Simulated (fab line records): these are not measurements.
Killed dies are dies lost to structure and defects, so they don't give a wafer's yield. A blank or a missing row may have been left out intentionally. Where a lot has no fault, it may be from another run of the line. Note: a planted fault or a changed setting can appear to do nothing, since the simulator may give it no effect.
fab line records	flow sky130
record lots=12	wafers=36	lastDay=50
route steps=708 shown METAL5@665 PAD_OPEN@701
lots that met no fault: taken from a fault-free run of the same line
startH: the number of hours between the record's first day and the start of the first shown wafer of the lot	waitH: hours elapsed since this lot's preceding step	" unchanged from the row above	L1.1+2: a single row standing in for several wafers	- no value present, or no start provided	* or withheld: withheld	< > ~ a bound
route shown NAME@n: NAME is a module with steps in the file, n the number in the route of the first one	usual: the fault-free wafers' mean and standard deviation	same: alike in all rows	chamber/n: place in a boat	sites: the reading at each site	_std_site: their standard deviation	_edge_site: outer sites' mean less inner sites'	radiusMm: how far each site lies from the wafer's centre	mask NAME#n: copy n	behind: tool/chamber where the wafer was last shaped	hold: reason for holding the lot/hours on hold/outcome of the hold	device: names the non-switching transistor (n, p or np)	end of line: the same wafers' tests at the end of the route	step lacking rows: just its recipe	killed: dies that structure and defects cost at the first sort, which is not the same as the wafer's yield	map: per-die view of a wafer (x killed, . not killed, _ where there is no die)
set.NAME: setting as actually run; set.NAME@STEP: the setting as run at that earlier step	model.NAME: the simulator's own value behind a step, which no gauge read
the route's steps for a sample of lots (tables are steps, rows are wafers)
services: when a tool's chamber went out of use (startH, in hours from the record's first day, below 0 if earlier), for how many hours, and the reason
## steps
# step SKY_METAL5_SPUTTER_04
# recipe material=TiN	targetThkNm=70	powerW=6500	timeS=58.3	chamberPressurePa=0.4
# usual chamberPressurePa=0.3999/0.00086	throttleValvePct=29.7/0.7
lot.wafer	tool	chamber	startH	waitH	chamberPressurePa	throttleValvePct
L811.3	pvdSputter-01	-	1023.50	0.0	0.4017	30.2
L811.4	"	-	"	"	0.3999	29.8
L811.6	"	-	"	"	0.4001	28.7
L812.1	pvdSputter-01	-	1025.53	0.0	0.3994	29.1
L812.5	"	-	"	"	0.4004	28.8
L812.6	"	-	"	"	0.3994	29.9
L813.2	pvdSputter-02	-	1031.96	0.0	0.3990	30.8
L813.3	"	-	"	"	0.3997	29.3
L813.6	"	-	"	"	0.3974	30.7
L814.3	pvdSputter-01	-	1040.23	0.0	0.3991	30.1
L814.4	"	-	"	"	0.3994	28.9
L814.5	"	-	"	"	0.4000	29.9
L815.3	pvdSputter-02	-	1047.76	0.0	0.3994	30.4
L815.5	"	-	"	"	0.3992	30.9
L815.6	"	-	"	"	0.3998	29.6
L819.1	pvdSputter-02	-	1072.43	0.0	0.3991	30.4
L819.2	"	-	"	"	0.3984	30.2
L819.3	"	-	"	"	0.4004	29.2
L825.3	pvdSputter-02	-	1109.88	0.0	0.3997	29.2
L825.5	"	-	"	"	0.3958	29.3
L825.6	"	-	"	"	0.3997	31.1
L827.1	pvdSputter-01	-	1113.47	0.0	0.4004	30.3
L827.2	"	-	"	"	0.3997	29.8
L827.6	"	-	"	"	0.3993	30.1
L828.1	pvdSputter-01	-	1125.50	0.0	0.3998	29.1
L828.2	"	-	"	"	0.4010	29.8
L828.6	"	-	"	"	0.4012	29.9
L829.1	pvdSputter-01	-	1131.49	0.0	0.3983	30.0
L829.2	"	-	"	"	0.4018	29.4
L829.5	"	-	"	"	0.3990	29.0
L830.1	pvdSputter-03	-	1133.74	0.0	0.3996	29.7
L830.2	"	-	"	"	0.4000	28.7
L830.5	"	-	"	"	0.3995	30.6
L831.3	pvdSputter-01	-	1139.45	0.0	0.4003	29.0
L831.4	"	-	"	"	0.4007	29.9
L831.6	"	-	"	"	0.4005	30.1
# step SKY_METAL5_STRIP_16
# recipe chemistry=O2/N2	powerW=1400	pressureMtorr=1500	platenTempC=withheld	o2FlowSccm=3000	n2FlowSccm=300	overashFraction=0.5
# usual drypumpMotorCurrentA=5.8/0.31	n2FlowSccm=300.0/0.96	oesProductAu=0.711/0.0044	stripTimeToEndpointS=13.07/0.14
lot.wafer	tool	chamber	startH	waitH	drypumpMotorCurrentA	n2FlowSccm	oesProductAu	rfHoursCounterH	stripTimeToEndpointS
L811.3	plasmaAsher-02	1	1046.24	0.1	5.4	300.6	0.715	-	13.01
L811.4	"	0	"	"	5.8	298.8	0.712	-	13.20
L811.6	"	1	"	"	5.3	301.0	0.715	-	13.12
L812.1	plasmaAsher-01	0	1048.14	0.2	5.4	299.6	0.708	62	13.17
L812.5	"	1	"	"	6.0	300.0	0.719	-	13.23
L812.6	"	0	"	"	5.4	298.5	0.710	-	13.19
L813.2	plasmaAsher-01	0	1054.66	0.3	5.4	300.0	0.711	63	12.98
L813.3	"	1	"	"	6.0	299.8	0.711	-	12.89
L813.6	"	1	"	"	6.0	299.7	0.710	-	12.93
L814.3	plasmaAsher-02	1	1061.53	0.1	5.4	299.8	0.713	-	12.89
L814.4	"	0	"	"	5.8	300.3	0.711	-	13.14
L814.5	"	0	"	"	5.8	300.4	0.712	-	13.21
L815.3	plasmaAsher-02	1	1069.63	0.1	5.4	299.5	0.711	-	13.14
L815.5	"	0	"	"	5.7	298.9	0.715	-	13.10
L815.6	"	1	"	"	5.3	300.4	0.718	-	12.97
L819.1	plasmaAsher-02	1	1093.59	0.2	5.3	300.4	0.717	35	12.94
L819.2	"	0	"	"	5.7	300.1	0.708	35	13.22
L819.3	"	1	"	"	5.3	300.7	0.704	-	13.29
L825.3	plasmaAsher-03	1	1129.63	0.1	6.2	298.8	0.707	-	12.85
L825.5	"	0	"	"	6.0	299.8	0.713	-	12.88
L825.6	"	1	"	"	6.2	300.5	0.711	-	12.99
L827.1	plasmaAsher-02	1	1133.71	0.2	5.3	298.3	0.712	38	12.95
L827.2	"	0	"	"	5.8	300.2	0.710	38	13.34
L827.6	"	0	"	"	5.8	300.4	0.713	-	12.96
L828.1	plasmaAsher-02	0	1145.16	0.4	5.8	299.5	0.705	39	13.08
L828.2	"	1	"	"	5.4	299.2	0.706	39	13.01
L828.6	"	0	"	"	5.7	299.4	0.712	-	13.10
L829.1	plasmaAsher-01	0	1150.09	0.2	5.4	298.4	0.713	72	13.23
L829.2	"	1	"	"	6.0	300.8	0.714	72	13.08
L829.5	"	1	"	"	6.0	299.1	0.714	-	13.13
L830.1	plasmaAsher-02	1	1152.16	0.2	5.3	301.4	0.723	40	13.19
L830.2	"	0	"	"	5.8	300.2	0.715	40	12.92
L830.5	"	1	"	"	5.3	300.3	0.711	-	13.26
L831.3	plasmaAsher-03	1	1157.13	0.1	6.2	301.2	0.711	-	12.90
L831.4	"	0	"	"	6.0	299.8	0.712	-	13.22
L831.6	"	0	"	"	6.0	300.0	0.710	-	12.98
# step SKY_PAD_OPEN_ETCH_07
# recipe chemistry=CF4/O2	targetDepthNm=725	stopOn=AlCu	sourceW=800	biasW=150	pressureMtorr=150	cf4FlowSccm=80	O2_flow_sccm=10	timeS=161.1
# usual cf4FlowSccm=80.01/0.24	drypumpMotorCurrentA=5.5/0.45	oesProductAu=0.976/0.0075	throttleValvePct=5.964/0.0081
lot.wafer	tool	chamber	startH	waitH	cf4FlowSccm	drypumpMotorCurrentA	oesProductAu	rfHoursCounterH	throttleValvePct
L811.3	rieDiel-04	1	1089.52	-	80.13	5.9	0.985	1	5.968
L811.4	"	0	"	"	79.98	5.9	0.983	23	5.960
L811.6	"	2	"	"	80.03	5.6	0.978	-	5.954
L812.1	rieDiel-01	1	1091.07	-	80.47	5.2	0.963	4	5.970
L812.5	"	3	"	"	80.16	5.0	0.966	-	5.967
L812.6	"	2	"	"	80.34	5.8	0.979	-	5.971
L813.2	rieDiel-01	0	1097.82	-	80.21	4.9	0.968	23	5.959
L813.3	"	1	"	"	80.38	5.2	0.983	5	5.979
L813.6	"	2	"	"	79.94	5.8	0.979	-	5.964
L814.3	rieDiel-04	0	1103.29	-	79.64	5.9	0.972	24	5.959
L814.4	"	1	"	"	79.83	5.8	0.975	1	5.973
L814.5	"	1	"	"	80.31	5.8	0.985	-	5.972
L815.3	rieDiel-01	0	1111.72	-	80.07	5.0	0.981	23	5.980
L815.5	"	0	"	"	80.23	5.0	0.982	-	5.951
L815.6	"	3	"	"	79.88	5.0	0.984	-	5.960
L819.1	rieDiel-01	2	1133.97	-	79.97	5.8	0.977	13	5.959
L819.2	"	0	"	"	80.31	5.0	0.974	24	5.967
L819.3	"	3	"	"	80.02	5.0	0.978	16	5.981
L825.3	rieDiel-04	2	1166.13	-	80.14	5.6	0.957	21	5.949
L825.5	"	2	"	"	79.60	5.6	0.972	-	5.960
L825.6	"	3	"	"	79.76	5.0	0.980	-	5.959
L827.1	rieDiel-01	2	1169.88	-	79.75	5.8	0.979	15	5.956
L827.2	"	3	"	"	79.96	5.0	0.973	17	5.969
L827.6	"	0	"	"	79.91	4.9	0.827	-	5.928
L828.1	rieDiel-02	0	1180.12	-	79.73	6.5	0.977	11	5.959
L828.2	"	1	"	"	80.35	5.4	0.967	25	5.973
L828.6	"	3	"	"	79.83	5.7	0.981	-	5.956
L829.1	rieDiel-02	0	1183.67	-	80.11	6.5	0.962	11	5.971
L829.2	"	1	"	"	80.44	5.4	0.979	25	5.966
L829.5	"	0	"	"	79.89	6.5	0.972	-	5.958
L830.1	rieDiel-04	3	1186.79	-	79.80	5.0	0.962	14	5.969
L830.2	"	1	"	"	80.15	5.9	0.977	5	5.967
L830.5	"	3	"	"	79.67	5.0	0.977	-	5.984
L831.3	rieDiel-02	1	1191.37	-	80.08	5.4	0.978	26	5.959
L831.4	"	2	"	"	80.22	5.8	0.987	26	5.978
L831.6	"	1	"	"	80.17	5.4	0.981	-	5.951
# step SKY_PAD_OPEN_BOW_MEAS_13
# recipe mode=bow
# usual PAD_OPEN_BOW=45/9.6
lot.wafer	tool	chamber	startH	waitH	PAD_OPEN_BOW[um]
L811.3	filmMetro-01	-	1091.76	-	36
L811.4	"	-	"	"	54
L811.6	"	-	"	"	46
L812.1	filmMetro-01	-	1093.27	-	40
L812.5	"	-	"	"	45
L812.6	"	-	"	"	35
L813.2	filmMetro-01	-	1100.07	-	47
L813.3	"	-	"	"	44
L813.6	"	-	"	"	32
L814.3	filmMetro-02	-	1105.53	-	59
L814.4	"	-	"	"	55
L814.5	"	-	"	"	48
L815.3	filmMetro-01	-	1113.99	-	64
L815.5	"	-	"	"	60
L815.6	"	-	"	"	53
L819.1	filmMetro-03	-	1136.17	-	52
L819.2	"	-	"	"	56
L819.3	"	-	"	"	57
L825.3	filmMetro-03	-	1168.36	-	53
L825.5	"	-	"	"	44
L825.6	"	-	"	"	46
L827.1	filmMetro-02	-	1172.07	-	55
L827.2	"	-	"	"	42
L827.6	"	-	"	"	42
L828.1	filmMetro-01	-	1182.47	-	31
L828.2	"	-	"	"	45
L828.6	"	-	"	"	35
L829.1	filmMetro-02	-	1185.88	-	40
L829.2	"	-	"	"	39
L829.5	"	-	"	"	44
L830.1	filmMetro-01	-	1189.50	-	41
L830.2	"	-	"	"	34
L830.5	"	-	"	"	34
L831.3	filmMetro-03	-	1193.61	-	52
L831.4	"	-	"	"	52
L831.6	"	-	"	"	58
# step SKY_PAD_OPEN_PROBE_99
# usual defectLimitedYield=82.3/2	killed_at_M0_to_M3=44/7	killed_at_M4_up=3.1/1.8	killedAtContacts=25/5.1	killedAtFrontEnd=15/4.3	killedAtOther=0.3/0.61	killedDies=87/9.8	killedOpen=48/7	killedShort=38/6.3
# same grossDies=492	killedAtBackSide=0
lot.wafer	tool	chamber	startH	waitH	defectLimitedYield[%]	killed_at_M0_to_M3	killed_at_M4_up	killedAtContacts	killedAtFrontEnd	killedAtOther	killedDies	killedOpen	killedShort
L811.3	prober-02	-	1091.94	0.2	82.7	49	1	26	9	0	85	49	36
L811.4	prober-02	-	1091.99	0.2	84.3	33	4	29	11	0	77	41	35
L811.6	prober-02	-	1092.09	0.2	85.4	36	2	18	16	0	72	37	35
L812.1	prober-01	-	1093.39	0.1	77.2	63	1	22	23	3	112	61	50
L812.5	prober-01	-	1093.59	0.2	81.7	34	3	28	24	1	90	46	43
L812.6	prober-01	-	1093.64	0.2	84.6	42	3	24	6	1	76	50	26
L813.2	prober-02	-	1100.22	0.1	81.7	42	4	24	20	0	90	49	41
L813.3	prober-02	-	1100.27	0.2	86.0	30	3	22	14	0	69	35	34
L813.6	prober-02	-	1100.42	0.2	83.5	47	2	19	11	2	81	40	41
L814.3	prober-01	-	1105.71	0.2	81.7	45	2	30	13	0	90	45	45
L814.4	prober-01	-	1105.76	0.2	85.8	33	4	17	16	0	70	40	30
L814.5	prober-01	-	1105.81	0.2	82.3	41	3	29	14	0	87	49	37
L815.3	prober-02	-	1114.17	0.2	83.5	34	2	26	18	1	81	48	33
L815.5	prober-02	-	1114.27	0.2	81.9	45	5	21	17	1	89	48	41
L815.6	prober-02	-	1114.32	0.2	81.1	51	7	19	16	0	93	55	37
L819.1	prober-02	-	1136.29	0.1	84.3	44	6	19	8	0	77	39	37
L819.2	prober-02	-	1136.34	0.1	80.1	47	5	32	14	0	98	58	39
L819.3	prober-02	-	1136.39	0.2	76.6	53	3	40	18	1	115	64	50
L825.3	prober-02	-	1168.54	0.2	81.3	51	3	25	13	0	92	50	42
L825.5	prober-02	-	1168.64	0.2	83.1	39	4	27	12	1	83	43	40
L825.6	prober-02	-	1168.69	0.2	78.7	47	8	29	18	3	105	52	53
L827.1	prober-02	-	1172.19	0.1	84.1	40	1	20	17	0	78	51	27
L827.2	prober-02	-	1172.24	0.1	78.7	51	2	39	13	0	105	62	43
L827.6	prober-02	-	1172.44	0.2	87.2	30	4	19	10	0	63	37	26
L828.1	prober-01	-	1182.59	0.1	80.7	44	4	27	18	2	95	52	43
L828.2	prober-01	-	1182.64	0.1	83.3	41	5	26	10	0	82	42	40
L828.6	prober-01	-	1182.84	0.2	83.3	43	1	20	18	0	82	45	37
L829.1	prober-02	-	1186.00	0.1	82.5	41	5	24	16	0	86	45	41
L829.2	prober-02	-	1186.05	0.1	82.5	39	4	25	17	1	86	44	42
L829.5	prober-02	-	1186.20	0.2	83.9	32	3	24	20	0	79	45	34
L830.1	prober-01	-	1189.62	0.1	87.0	40	5	14	5	0	64	35	29
L830.2	prober-01	-	1189.67	0.1	81.7	50	2	19	19	0	90	47	43
L830.5	prober-01	-	1189.82	0.2	80.9	46	8	25	15	0	94	52	42
L831.3	prober-02	-	1193.79	0.2	78.7	58	3	27	17	0	105	54	50
L831.4	prober-02	-	1193.84	0.2	84.6	41	2	22	11	0	76	44	32
L831.6	prober-02	-	1193.94	0.2	82.3	52	5	21	9	0	87	60	27
# killed by level:class
L811.3 LI_CONTACT:geometricParticle:open=12 VIA1:geometricParticle:open=12 METAL2:geometricParticle:short=6 VIA2:geometricParticle:open=6 VIA3:geometricParticle:open=6 LOCAL_INTERCONNECT:geometricParticle:short=5 VIA3:geometricParticle:short=5 POLY_GATE:geometricParticle:open=4
L811.4 LOCAL_INTERCONNECT:geometricParticle:short=8 VIA1:geometricParticle:open=7 LI_CONTACT:geometricParticle:open=6 CONTACT:geometricParticle:open=6 VIA2:geometricParticle:open=5 VIA3:geometricParticle:open=5 METAL1:geometricParticle:open=4 METAL1:geometricParticle:short=4
L811.6 VIA1:geometricParticle:open=11 LI_CONTACT:geometricParticle:open=7 FIELD_ISO:geometricParticle:short=6 METAL1:geometricParticle:short=4 METAL2:geometricParticle:short=4 VIA3:geometricParticle:open=4 LOCAL_INTERCONNECT:geometricParticle:open=3 POLY_GATE:geometricParticle:short=3
L812.1 VIA1:geometricParticle:open=12 VIA3:geometricParticle:open=9 LI_CONTACT:geometricParticle:open=8 METAL1:geometricParticle:short=8 CONTACT:geometricParticle:open=7 VIA2:geometricParticle:open=7 POLY_GATE:geometricParticle:short=6 METAL3:geometricParticle:short=6
L812.5 CONTACT:geometricParticle:open=9 METAL1:geometricParticle:short=7 VIA1:geometricParticle:open=7 FIELD_ISO:geometricParticle:short=6 LI_CONTACT:geometricParticle:open=6 LOCAL_INTERCONNECT:geometricParticle:short=6 FIELD_ISO:geometricParticle:open=5 VIA3:geometricParticle:open=5
L812.6 CONTACT:geometricParticle:open=12 VIA1:geometricParticle:open=11 VIA3:geometricParticle:open=9 LI_CONTACT:geometricParticle:open=6 VIA2:geometricParticle:open=5 FIELD_ISO:geometricParticle:short=3 LOCAL_INTERCONNECT:geometricParticle:short=3 METAL2:geometricParticle:open=3
L813.2 CONTACT:geometricParticle:open=11 VIA1:geometricParticle:open=9 FIELD_ISO:geometricParticle:open=7 METAL1:geometricParticle:short=7 VIA2:geometricParticle:open=6 CONTACT:geometricParticle:short=6 LI_CONTACT:geometricParticle:open=5 VIA3:geometricParticle:open=5
L813.3 CONTACT:geometricParticle:open=10 LI_CONTACT:geometricParticle:open=6 METAL1:geometricParticle:short=6 METAL2:geometricParticle:short=5 VIA3:geometricParticle:open=5 VIA2:geometricParticle:open=4 VIA3:geometricParticle:short=4 FIELD_ISO:geometricParticle:short=3
L813.6 VIA1:geometricParticle:open=11 CONTACT:geometricParticle:open=9 VIA3:geometricParticle:open=8 POLY_GATE:geometricParticle:short=6 VIA2:geometricParticle:short=6 METAL1:geometricParticle:short=5 VIA1:geometricParticle:short=5 LI_CONTACT:geometricParticle:open=4
L814.3 CONTACT:geometricParticle:open=13 METAL2:geometricParticle:short=9 VIA2:geometricParticle:open=7 FIELD_ISO:geometricParticle:short=6 VIA3:geometricParticle:open=6 CONTACT:geometricParticle:short=6 VIA1:geometricParticle:short=6 VIA1:geometricParticle:open=6
L814.4 VIA1:geometricParticle:open=7 CONTACT:geometricParticle:open=6 VIA3:geometricParticle:open=6 FIELD_ISO:geometricParticle:open=5 VIA3:geometricParticle:short=5 LI_CONTACT:geometricParticle:open=4 SPACER:geometricParticle:open=3 LOCAL_INTERCONNECT:geometricParticle:short=3
L814.5 CONTACT:geometricParticle:open=10 VIA1:geometricParticle:open=10 LOCAL_INTERCONNECT:geometricParticle:short=9 VIA3:geometricParticle:open=8 METAL2:geometricParticle:short=7 FIELD_ISO:geometricParticle:open=5 LI_CONTACT:geometricParticle:open=5 VIA1:geometricParticle:short=4
L815.3 CONTACT:geometricParticle:open=10 VIA1:geometricParticle:open=9 VIA2:geometricParticle:open=7 LOCAL_INTERCONNECT:geometricParticle:short=6 FIELD_ISO:geometricParticle:open=5 LI_CONTACT:geometricParticle:open=5 METAL1:geometricParticle:short=5 POLY_GATE:geometricParticle:open=4
L815.5 VIA1:geometricParticle:open=12 CONTACT:geometricParticle:open=9 VIA3:geometricParticle:short=7 VIA2:geometricParticle:open=6 POLY_GATE:geometricParticle:short=5 LI_CONTACT:geometricParticle:open=5 METAL4:geometricParticle:short=4 FIELD_ISO:geometricParticle:short=4
L815.6 VIA1:geometricParticle:open=16 VIA3:geometricParticle:open=10 CONTACT:geometricParticle:open=8 METAL1:geometricParticle:short=6 VIA2:geometricParticle:open=6 FIELD_ISO:geometricParticle:short=5 LI_CONTACT:geometricParticle:open=5 METAL4:geometricParticle:short=5
L819.1 VIA1:geometricParticle:open=9 VIA2:geometricParticle:open=9 VIA1:geometricParticle:short=7 CONTACT:geometricParticle:short=6 METAL2:geometricParticle:short=5 VIA3:geometricParticle:open=5 METAL4:geometricParticle:short=5 LI_CONTACT:geometricParticle:open=4
L819.2 CONTACT:geometricParticle:open=12 VIA3:geometricParticle:open=10 VIA1:geometricParticle:open=9 CONTACT:geometricParticle:short=7 LI_CONTACT:geometricParticle:open=6 LOCAL_INTERCONNECT:geometricParticle:short=6 VIA2:geometricParticle:open=6 METAL1:geometricParticle:short=5
L819.3 VIA3:geometricParticle:open=12 LI_CONTACT:geometricParticle:open=10 CONTACT:geometricParticle:open=9 VIA2:geometricParticle:open=9 CONTACT:geometricParticle:short=8 VIA1:geometricParticle:open=7 LOCAL_INTERCONNECT:geometricParticle:short=6 METAL1:geometricParticle:short=6
L825.3 CONTACT:geometricParticle:open=10 CONTACT:geometricParticle:short=9 VIA1:geometricParticle:open=9 VIA2:geometricParticle:open=7 METAL2:geometricParticle:short=7 VIA3:geometricParticle:open=6 LI_CONTACT:geometricParticle:open=5 METAL1:geometricParticle:short=5
L825.5 CONTACT:geometricParticle:open=11 LI_CONTACT:geometricParticle:open=8 VIA1:geometricParticle:short=8 CONTACT:geometricParticle:short=6 VIA2:geometricParticle:open=5 VIA1:geometricParticle:open=5 FIELD_ISO:geometricParticle:open=4 VIA2:geometricParticle:short=4
L825.6 VIA1:geometricParticle:open=13 CONTACT:geometricParticle:open=11 METAL1:geometricParticle:short=8 LI_CONTACT:geometricParticle:short=7 METAL4:geometricParticle:short=7 METAL2:geometricParticle:short=7 FIELD_ISO:geometricParticle:open=6 LI_CONTACT:geometricParticle:open=5
L827.1 LI_CONTACT:geometricParticle:open=8 VIA2:geometricParticle:open=8 FIELD_ISO:geometricParticle:open=7 VIA3:geometricParticle:open=7 CONTACT:geometricParticle:open=7 VIA1:geometricParticle:open=6 VIA1:geometricParticle:short=6 CONTACT:geometricParticle:short=4
L827.2 VIA1:geometricParticle:open=14 VIA2:geometricParticle:open=12 CONTACT:geometricParticle:open=11 LI_CONTACT:geometricParticle:open=9 LI_CONTACT:geometricParticle:short=8 METAL2:geometricParticle:short=7 CONTACT:geometricParticle:short=6 POLY_GATE:geometricParticle:open=4
L827.6 VIA1:geometricParticle:open=10 CONTACT:geometricParticle:open=7 LI_CONTACT:geometricParticle:open=6 FIELD_ISO:geometricParticle:short=4 CONTACT:geometricParticle:short=4 VIA1:geometricParticle:short=4 VIA2:geometricParticle:open=4 VIA3:geometricParticle:open=4
L828.1 LI_CONTACT:geometricParticle:open=12 CONTACT:geometricParticle:open=8 POLY_GATE:geometricParticle:open=7 VIA3:geometricParticle:short=6 VIA2:geometricParticle:open=6 VIA3:geometricParticle:open=6 VIA2:geometricParticle:short=5 VIA1:geometricParticle:open=4
L828.2 METAL2:geometricParticle:short=8 CONTACT:geometricParticle:open=8 VIA3:geometricParticle:open=7 LI_CONTACT:geometricParticle:short=6 LI_CONTACT:geometricParticle:open=6 VIA1:geometricParticle:open=5 VIA2:geometricParticle:open=4 VIA2:geometricParticle:short=4
L828.6 VIA1:geometricParticle:open=13 METAL2:geometricParticle:short=8 CONTACT:geometricParticle:open=6 VIA3:geometricParticle:open=6 LI_CONTACT:geometricParticle:open=5 POLY_GATE:geometricParticle:open=4 LI_CONTACT:geometricParticle:short=4 CONTACT:geometricParticle:short=4
L829.1 VIA1:geometricParticle:open=10 METAL2:geometricParticle:short=8 LI_CONTACT:geometricParticle:open=7 VIA3:geometricParticle:open=7 CONTACT:geometricParticle:short=6 CONTACT:geometricParticle:open=6 METAL1:geometricParticle:short=6 POLY_GATE:geometricParticle:short=5
L829.2 VIA1:geometricParticle:open=11 CONTACT:geometricParticle:open=8 VIA2:geometricParticle:open=8 METAL2:geometricParticle:short=6 POLY_GATE:geometricParticle:short=6 LOCAL_INTERCONNECT:geometricParticle:short=6 FIELD_ISO:geometricParticle:open=4 LI_CONTACT:geometricParticle:short=4
L829.5 CONTACT:geometricParticle:open=12 LI_CONTACT:geometricParticle:open=6 METAL1:geometricParticle:short=6 VIA2:geometricParticle:open=6 VIA3:geometricParticle:open=5 FIELD_ISO:geometricParticle:short=4 POLY_GATE:geometricParticle:short=4 VIA3:geometricParticle:short=4
L830.1 VIA1:geometricParticle:open=13 METAL2:geometricParticle:short=10 LI_CONTACT:geometricParticle:open=8 VIA3:geometricParticle:open=7 METAL4:geometricParticle:short=4 POLY_GATE:geometricParticle:open=3 METAL1:geometricParticle:short=3 POLY_GATE:geometricParticle:short=2
L830.2 VIA1:geometricParticle:open=11 VIA3:geometricParticle:open=8 FIELD_ISO:geometricParticle:open=7 VIA1:geometricParticle:short=7 CONTACT:geometricParticle:open=6 METAL2:geometricParticle:short=5 CONTACT:geometricParticle:short=4 METAL1:geometricParticle:short=4
L830.5 VIA1:geometricParticle:open=10 CONTACT:geometricParticle:open=9 LI_CONTACT:geometricParticle:open=8 METAL2:geometricParticle:short=7 VIA3:geometricParticle:open=7 VIA2:geometricParticle:open=5 METAL4:geometricParticle:short=5 FIELD_ISO:geometricParticle:open=4
L831.3 VIA1:geometricParticle:open=16 METAL1:geometricParticle:short=10 VIA3:geometricParticle:open=9 CONTACT:geometricParticle:open=8 LI_CONTACT:geometricParticle:open=7 FIELD_ISO:geometricParticle:short=5 LI_CONTACT:geometricParticle:short=4 CONTACT:geometricParticle:short=4
L831.4 VIA1:geometricParticle:open=14 CONTACT:geometricParticle:open=8 LI_CONTACT:geometricParticle:open=7 VIA3:geometricParticle:open=6 VIA1:geometricParticle:short=5 POLY_GATE:geometricParticle:short=3 LOCAL_INTERCONNECT:geometricParticle:short=3 VIA3:geometricParticle:short=3
L831.6 VIA1:geometricParticle:open=15 VIA2:geometricParticle:open=13 VIA3:geometricParticle:open=10 CONTACT:geometricParticle:open=9 LI_CONTACT:geometricParticle:open=5 VIA1:geometricParticle:short=4 CONTACT:geometricParticle:short=3 METAL4:geometricParticle:short=3
## services
tool	chamber	startH	hours	kind
rieDiel-01	0	999.77	8.9	repair
plasmaAsher-01	-	1006.28	4.5	repair
pvdSputter-03	-	1023.47	59.0	repair
rieDiel-04	1	1046.99	-	clean
rieDiel-04	1	1046.99	20.1	scheduledDown
rieDiel-04	1	1046.99	20.1	ventCycle
rieDiel-04	2	1052.98	7.2	repair
plasmaAsher-02	-	1053.40	0.8	repair
plasmaAsher-03	-	1055.27	9.0	pm
plasmaAsher-03	0	1055.27	9.0	ventCycle
plasmaAsher-03	1	1055.27	9.0	ventCycle
plasmaAsher-03	0	1064.27	-	clean
plasmaAsher-03	1	1064.27	-	clean
plasmaAsher-03	-	1071.02	1.8	repair
rieDiel-02	1	1087.98	21.8	repair
rieDiel-02	1	1121.28	8.5	repair
plasmaAsher-02	-	1128.21	3.4	repair
## key
firstSign step=SKY_PAD_OPEN_ETCH_07	reading=oesProductAu	direction=down	sigmas=20	usual=0.976	struck=0.827
effect step=SKY_PAD_OPEN_ETCH_07	reading=throttleValvePct	direction=down	sigmas=4.5	usual=5.964	struck=5.928
metAt SKY_PAD_OPEN_ETCH_07
struckLots L827
struckWafers L827.6
notActingAt SKY_METAL5_SPUTTER_04,SKY_METAL5_STRIP_16,SKY_PAD_OPEN_BOW_MEAS_13
onsetBetween 1133.97 1169.88
fault kind=processParameterDrift	tool=rieDiel-01	chamber=-	onsetH=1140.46	steps=SKY_PAD_OPEN_ETCH_07	channel=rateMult	offset=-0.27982	shape=step	endH=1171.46	scope=struckWafersOnly
